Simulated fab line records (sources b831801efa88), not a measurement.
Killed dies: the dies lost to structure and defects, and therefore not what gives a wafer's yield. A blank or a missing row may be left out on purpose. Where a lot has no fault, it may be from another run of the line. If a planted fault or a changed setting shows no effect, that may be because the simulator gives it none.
fab line records -- flow sky130
record: lots: 4, wafers: 12, last-day: 50
route steps=708 shown VIA1@466 METAL2@483 VIA2@507 PAD_OPEN@708
lots that met no fault: from a run of the same line without faults
start-h: hours from the record's opening day to when the first of the lot's shown wafers began -- wait-h: hours from the lot's prior step to this one -- " identical to the entry in the row above -- L1.1+2: a single row standing in for several wafers -- - either no value or no given start -- * or withheld: withheld -- < > ~ a bound
route shown NAME@n: names a module that has steps shown in the file, with the first one's number in the route -- usual: mean and standard deviation over wafers with no fault -- same: alike in all rows -- chamber/n: place in a boat -- sites: each site's reading -- _std_site: the values' standard deviation -- _edge_site: mean of outer sites minus mean of inner sites -- radius-mm: how far each site lies from the wafer's centre -- mask NAME#n: copy n -- behind: tool/chamber where the wafer was last shaped -- hold: cause of the lot's hold/its duration in hours/its outcome -- device: whichever transistor did not switch (one of n, p or np) -- end of line: the route-end tests of the same wafers -- step lacking rows: just its recipe -- killed: at the first sort, the dies lost to defects and structure; wafer yield is something else -- map: the dies of a wafer, with x for killed, . for not killed, _ for no die there
set.NAME: the run value of the setting; set.NAME@STEP: its run value at that earlier step -- model.NAME: the simulator's own value behind a step, which no gauge read
a table for each step, a row for each wafer; lots at some steps of the route
services: a tool's chamber out of use, with start hour (start-h, from the record's first day; less than 0 if before it), hours out, and reason
== steps ==
step: SKY_VIA1_SOFTBAKE_08
recipe: temp-c: 100, time-s: 90, resist: KrF-thick
step: SKY_VIA1_EXPOSE_09
recipe: mask-id: VIM, na: 0.8, source-shape: annular, sigma-inner: 0.55, sigma-outer: 0.85, target-cd-nm: 150, dose-mj: 38
step: SKY_VIA1_PEB_10
recipe: peb-temp-c: withheld, peb-time-s: withheld, resist: KrF-thick
step: SKY_VIA1_DEVELOP_11
recipe: develop-time-s: 60, resist: KrF-thick, dev-temp-c: 21
step: SKY_VIA1_ETCH_14
recipe: chemistry: N2/H2, target: BARC, ion-energy-ev: 205.7, source-w: 500, bias-w: 100, pressure-mtorr: 30, n2-flow-sccm: 100, h2-flow-sccm: 200, stop-on: SiO2, time-s: 45.9, target-depth-a: 600
step: SKY_VIA1_ETCH_15
recipe: target: SiO2, chemistry: C4F8/O2/Ar, target-depth-nm: 351, stop-on: TiN, mask-material: KrF-thick, source-w: 1500, bias-w: 1200, pressure-mtorr: 40, c4f8-flow-sccm: withheld, O2_flow_sccm: 6, Ar_flow_sccm: 300, time-s: 54
step: SKY_VIA1_STRIP_16
recipe: chemistry: O2/N2, power-w: 1400, pressure-mtorr: 1500, platen-temp-c: withheld, o2-flow-sccm: 3000, n2-flow-sccm: 300, overash-fraction: 0.5
step: SKY_VIA1_STRIP_17
recipe: chemistry: post-etch-residue-remover, time-s: 1200, temp-c: 72.5
step: SKY_VIA1_CLEAN_18
recipe: chemistry: IPA, time-s: 180, temp-c: 25
step: SKY_VIA1_CLEAN_19
recipe: chemistry: O3/DIW, dry: n2-spin
step: SKY_VIA1_SPUTTER_20
recipe: material: TiN, target-thk-nm: 20, chamber-pressure-pa: 5, power-w: 4000, time-s: 80
usual: throttle-valve-pct: 29.7/0.75
lot.wafer,tool,chamber,start-h,wait-h,throttle-valve-pct
L894.1,pvd-sputter-03,-,830.71,0.0,30.9
L894.2,pvd-sputter-03,-,830.71,0.0,30.2
L894.3,pvd-sputter-03,-,830.71,0.0,30.6
L899.3,pvd-sputter-03,-,879.94,0.0,30.4
L899.4,pvd-sputter-03,-,879.94,0.0,30.1
L899.6,pvd-sputter-03,-,879.94,0.0,30.3
L901.4,pvd-sputter-03,-,885.10,0.0,30.2
L901.5,pvd-sputter-03,-,885.10,0.0,30.1
L901.6,pvd-sputter-03,-,885.10,0.0,29.1
L909.1,pvd-sputter-01,-,940.62,0.0,29.1
L909.2,pvd-sputter-01,-,940.62,0.0,31.1
L909.3,pvd-sputter-01,-,940.62,0.0,29.6
step: SKY_VIA1_CVD_21
recipe: material: W, target-thk-nm: 270, time-s: 80.902, temp-c: 400, pressure-torr: 40
step: SKY_VIA1_CMP_24
recipe: stop-on: SiO2, t-overpolish-s: 15, down-force-psi: 3.5, platen-rpm: 60, target-thk-nm: 0, pad-velocity-m-s: 0.94248
step: SKY_METAL2_SPUTTER_00
recipe: material: Ti, target-thk-nm: 15, power-w: 3000, time-s: 10, chamber-pressure-pa: 0.4
step: SKY_METAL2_SPUTTER_01
recipe: material: TiN, target-thk-nm: 20, power-w: 6500, time-s: 16.7, chamber-pressure-pa: 0.4
step: SKY_METAL2_SPUTTER_02
recipe: material: AlCu, target-thk-nm: 250, power-w: 10600, time-s: 13.3, chamber-pressure-pa: 0.4
step: SKY_METAL2_SPUTTER_03
recipe: material: Ti, target-thk-nm: 5, power-w: 3000, time-s: 3.3, chamber-pressure-pa: 0.4
step: SKY_METAL2_SPUTTER_04
recipe: material: TiN, target-thk-nm: 70, power-w: 6500, time-s: 58.3, chamber-pressure-pa: 0.4
step: SKY_METAL2_DEHYDRATE_07
recipe: temp-c: 200, time-s: 60
step: SKY_METAL2_HMDS_08
recipe: prime-time-s: 60, prime-temp-c: 120
step: SKY_METAL2_COAT_09
recipe: resist: BARC, temp-c: withheld, time-s: withheld, spin-rpm: 3000, resist-thk-nm: 60
step: SKY_METAL2_COAT_10
recipe: resist: KrF-thick, spin-rpm: 3000, resist-thk-nm: 450
step: SKY_METAL2_SOFTBAKE_11
recipe: temp-c: 100, time-s: 90, resist: KrF-thick
step: SKY_METAL2_EXPOSE_12
recipe: mask-id: MM2, na: 0.8, source-shape: annular, sigma-inner: 0.55, sigma-outer: 0.85, target-cd-nm: 140, dose-mj: 28.53
step: SKY_METAL2_PEB_13
recipe: peb-temp-c: withheld, peb-time-s: withheld, resist: KrF-thick
step: SKY_METAL2_DEVELOP_14
recipe: develop-time-s: 60, resist: KrF-thick, dev-temp-c: 21
step: SKY_METAL2_DESCUM_17
recipe: chemistry: O2, source-power-w: 150, bias-power-w: 0, pressure-mtorr: 10, temp-c: 40, time-s: 8
step: SKY_METAL2_ETCH_18
recipe: chemistry: N2/H2, target: BARC, ion-energy-ev: 200, bias-w: 100, pressure-mtorr: 30, n2-flow-sccm: 100, h2-flow-sccm: 200, icp-w: 500, stop-on: SiO2, time-s: 45.9, target-depth-a: 600
step: SKY_METAL2_METAL_ETCH_19
recipe: target-depth-a: 3600, stop-on: SiO2, over-etch-frac: 0.3, time-s: 78, chemistry: Cl2/BCl3, resist-sidewall-deg: 88, pressure-mtorr: 10, icp-w: 900, bias-w: 48.5, Cl2_flow_sccm: 60, bcl3-flow-sccm: 30
step: SKY_METAL2_STRIP_20
recipe: chemistry: O2/N2, power-w: 1400, pressure-mtorr: 1500, platen-temp-c: withheld, o2-flow-sccm: 3000, n2-flow-sccm: 300, overash-fraction: 0.5
step: SKY_METAL2_STRIP_21
recipe: chemistry: post-etch-residue-remover, time-s: 1200, temp-c: 72.5
step: SKY_METAL2_CLEAN_22
recipe: chemistry: IPA, time-s: 180, temp-c: 25
step: SKY_METAL2_CLEAN_23
recipe: chemistry: O3/DIW, dry: n2-spin
step: SKY_VIA2_HDPCVD_00
recipe: material: SiO2, target-thk-nm: 1180, sigma-open-frac: 0.3, time-s: 196.7, temp-c: 400, sih4-flow-sccm: 60, pressure-mtorr: 6
step: SKY_PAD_OPEN_PROBE_99
usual: defect-limited-yield: 82.3/2.1, killed_at_M0_to_M3: 44/7.3, killed_at_M4_up: 3.3/1.8, killed-at-contacts: 24/5.3, killed-at-front-end: 16/5, killed-at-other: 0.2/0.51, killed-dies: 87/10, killed-open: 47/7.5, killed-short: 40/6.3, sort_bin_3_pad_short: 0.9/0.41, sort_bin_5_function: 10.5/1.6, sort_bin_6_memory: 6.3/1.2, sort-n-pass: 405/10, sort-yield-pct: 82.3/2.1
same: gross-dies: 492, killed-at-back-side: 0, sort_bin_4_leakage[%]: 0, sort_bin_8_speed[%]: 0
lot.wafer,tool,chamber,start-h,wait-h,defect-limited-yield[%],killed_at_M0_to_M3,killed_at_M4_up,killed-at-contacts,killed-at-front-end,killed-at-other,killed-dies,killed-open,killed-short,sort_bin_3_pad_short[%],sort_bin_5_function[%],sort_bin_6_memory[%],sort-n-pass,sort-yield-pct[%],model.etest.tester.sort-n-pass,model.etest.tester.sort-yield-pct,model.etest.tester.sort_bin_5_pct,model.etest.tester.sort_bin_3_pct
L894.1,prober-02,-,1112.15,0.1,81.5,45,3,21,22,0,91,44,47,1.6,11.4,5.5,401,81.5,401,81.5,11.38,1.626
L894.2,prober-02,-,1112.20,0.1,81.1,57,3,26,7,0,93,58,35,0.8,11.4,6.7,399,81.1,399,81.1,11.38,0.813
L894.3,prober-02,-,1112.25,0.2,82.7,48,0,22,14,1,85,43,42,1.4,10.8,5.1,407,82.7,407,82.72,10.77,1.423
L899.3,prober-01,-,1142.91,0.2,75.0,74,1,29,19,0,123,41,36,3.3,15.9,5.9,369,75.0,369,75,15.85,3.252
L899.4,prober-01,-,1142.96,0.2,76.8,63,0,32,19,0,114,54,41,2.6,12.4,8.1,378,76.8,378,76.83,12.4,2.642
L899.6,prober-01,-,1143.06,0.2,84.1,49,5,18,6,0,78,28,30,2.2,8.3,5.3,414,84.1,414,84.15,8.333,2.236
L901.4,prober-01,-,1147.61,0.2,74.4,66,4,39,17,0,126,55,49,2.6,13.6,9.3,366,74.4,366,74.39,13.62,2.642
L901.5,prober-01,-,1147.66,0.2,79.9,53,5,28,11,2,99,38,41,2.0,11.4,6.7,393,79.9,393,79.88,11.38,2.033
L901.6,prober-01,-,1147.71,0.2,75.0,77,2,24,20,0,123,37,45,3.7,13.8,7.5,369,75.0,369,75,13.82,3.659
L909.1,prober-01,-,1189.78,0.1,80.7,44,4,35,12,0,95,51,44,0.2,12.4,6.7,397,80.7,397,80.69,12.4,0.2033
L909.2,prober-01,-,1189.83,0.1,77.6,51,6,29,24,0,110,62,48,0.2,14.6,7.5,382,77.6,382,77.64,14.63,0.2033
L909.3,prober-01,-,1189.88,0.2,82.1,40,5,24,19,0,88,33,55,1.8,9.3,6.7,404,82.1,404,82.11,9.35,1.829
killed by level:class
L894.1 VIA1:geometric-particle:open=12 CONTACT:geometric-particle:open=8 VIA1:geometric-particle:short=7 METAL2:geometric-particle:short=6 FIELD_ISO:geometric-particle:short=5 POLY_GATE:geometric-particle:open=5 CONTACT:geometric-particle:short=5 SPACER:geometric-particle:short=4
L894.2 VIA1:geometric-particle:open=16 VIA2:geometric-particle:open=8 VIA3:geometric-particle:open=7 CONTACT:geometric-particle:open=7 LI_CONTACT:geometric-particle:open=6 LOCAL_INTERCONNECT:geometric-particle:short=5 METAL1:geometric-particle:short=5 CONTACT:geometric-particle:short=4
L894.3 VIA1:geometric-particle:open=14 LI_CONTACT:geometric-particle:open=9 VIA3:geometric-particle:open=8 METAL1:geometric-particle:short=7 LI_CONTACT:geometric-particle:short=4 CONTACT:geometric-particle:open=4 METAL3:geometric-particle:short=4 VIA3:geometric-particle:short=4
L899.3 VIA1:unspecified=46 CONTACT:geometric-particle:open=9 CONTACT:geometric-particle:short=8 FIELD_ISO:geometric-particle:open=7 LI_CONTACT:geometric-particle:open=7 VIA1:geometric-particle:open=6 LOCAL_INTERCONNECT:geometric-particle:short=4 FIELD_ISO:geometric-particle:short=4
L899.4 VIA1:unspecified=19 VIA3:geometric-particle:open=10 CONTACT:geometric-particle:open=8 LI_CONTACT:geometric-particle:open=8 CONTACT:geometric-particle:short=8 VIA1:geometric-particle:open=7 VIA2:geometric-particle:open=6 FIELD_ISO:geometric-particle:open=5
L899.6 VIA1:unspecified=20 VIA1:geometric-particle:open=7 CONTACT:geometric-particle:short=6 VIA2:geometric-particle:open=5 LOCAL_INTERCONNECT:geometric-particle:short=4 METAL1:geometric-particle:short=4 LI_CONTACT:geometric-particle:open=3 CONTACT:geometric-particle:open=3
L901.4 VIA1:unspecified=22 LI_CONTACT:geometric-particle:open=13 CONTACT:geometric-particle:open=9 METAL1:geometric-particle:short=7 CONTACT:geometric-particle:short=6 METAL2:geometric-particle:open=6 FIELD_ISO:geometric-particle:open=5 VIA2:geometric-particle:open=5
L901.5 VIA1:unspecified=20 CONTACT:geometric-particle:open=8 LI_CONTACT:geometric-particle:open=8 VIA1:geometric-particle:open=7 LOCAL_INTERCONNECT:geometric-particle:short=7 VIA3:geometric-particle:open=6 METAL1:geometric-particle:short=5 METAL2:geometric-particle:short=5
L901.6 VIA1:unspecified=41 FIELD_ISO:geometric-particle:open=7 LI_CONTACT:geometric-particle:open=7 METAL2:geometric-particle:short=7 LOCAL_INTERCONNECT:geometric-particle:short=6 VIA1:geometric-particle:open=6 VIA2:geometric-particle:open=5 POLY_GATE:geometric-particle:short=5
L909.1 CONTACT:geometric-particle:open=13 LI_CONTACT:geometric-particle:open=11 VIA1:geometric-particle:open=9 METAL1:geometric-particle:short=8 VIA2:geometric-particle:open=8 METAL2:geometric-particle:short=5 FIELD_ISO:geometric-particle:short=4 CONTACT:geometric-particle:short=4
L909.2 VIA2:geometric-particle:open=14 VIA1:geometric-particle:open=11 FIELD_ISO:geometric-particle:short=10 CONTACT:geometric-particle:open=9 LI_CONTACT:geometric-particle:open=9 LOCAL_INTERCONNECT:geometric-particle:short=8 VIA3:geometric-particle:open=7 METAL2:geometric-particle:short=6
L909.3 METAL1:geometric-particle:short=9 CONTACT:geometric-particle:short=7 POLY_GATE:geometric-particle:short=6 LI_CONTACT:geometric-particle:open=6 METAL2:geometric-particle:short=6 FIELD_ISO:geometric-particle:open=5 FIELD_ISO:geometric-particle:short=5 VIA3:geometric-particle:open=5
map L899.3 (x killed, . not)
__________xxxxxxxx.._________
________xxxxxxxxx....._______
______x.xxxxxxxxxxx..x.._____
_____...xxxxxxxxx........____
____x....x.xxxxx.x..x...x.___
___xx.....x.xxx............__
__..x......x.......x..x..x.._
_........x.x.................
_.........x.....x....x....xx.
_xx..........................
_..xx.....xx..x.........x....
_...x....xx.....xx.x.......x.
_........x..........x........
_..xx...x...xx....x..........
_.x.......x.x...x.....x..x.x.
__xx...x....x....x...x.xx..._
___...x......x......x.....x__
____.....xx........x...xx.___
_____x...........x.x.....____
______x..x..........x..._____
________.x.x.x........_______
__________.........._________
map L901.4 (x killed, . not)
__________.......xxx_________
________.x.......xxxxx_______
______....x..x.x...xxxxx_____
_____......x........xxxxx____
____...xx..xx.......xxxxxx___
___....x.xx....xx.......x..__
__........x........x.xxx..x._
_.........x....x....xxx...x.x
_.x...x....x......x..x.......
_..xx......x.......x..xx.x..x
_....xx............x.x.....x.
_..............x..x...xxxx.x.
_...xxx....x...x.x.xxx..x..x.
_......x.x..x..x..xx.....x...
_..x...x........xxx..x.......
__....x............x..x....x_
___...x.........x..xxx.....__
____xxx.........x.......x.___
_____x....x..........x...____
______....x....x.x....x._____
________.......x.....x_______
__________x..x......_________
== services ==
tool,chamber,start-h,hours,kind
pvd-sputter-03,-,907.85,36.5,repair
pvd-sputter-01,1,933.69,-,consumable-replace:kit
pvd-sputter-01,1,933.69,18.0,scheduled-down
pvd-sputter-01,1,933.69,18.0,vent-cycle
== key ==
first-sign: step: SKY_PAD_OPEN_PROBE_99, reading: sort_bin_3_pad_short, direction: up, sigmas: 4.5, usual: 0.9, struck: 2.7
effect: step: SKY_PAD_OPEN_PROBE_99, reading: killed_at_M0_to_M3, direction: up, sigmas: 2.7, usual: 44, struck: 64
model-effect: step: SKY_PAD_OPEN_PROBE_99, value: etest.tester.sort-n-pass, without: 406.3, struck: 381.5
met-at SKY_VIA1_SPUTTER_20
struck-wafers L899.3,L899.4,L899.6,L901.4,L901.5,L901.6
onset-between 830.71 879.94
fault: kind: chamber-particle-source, tool: pvd-sputter-03, chamber: -, onset-h: 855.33, steps: SKY_VIA1_SPUTTER_20, rate-per-visit-cm2: 1.5232, end-h: 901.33
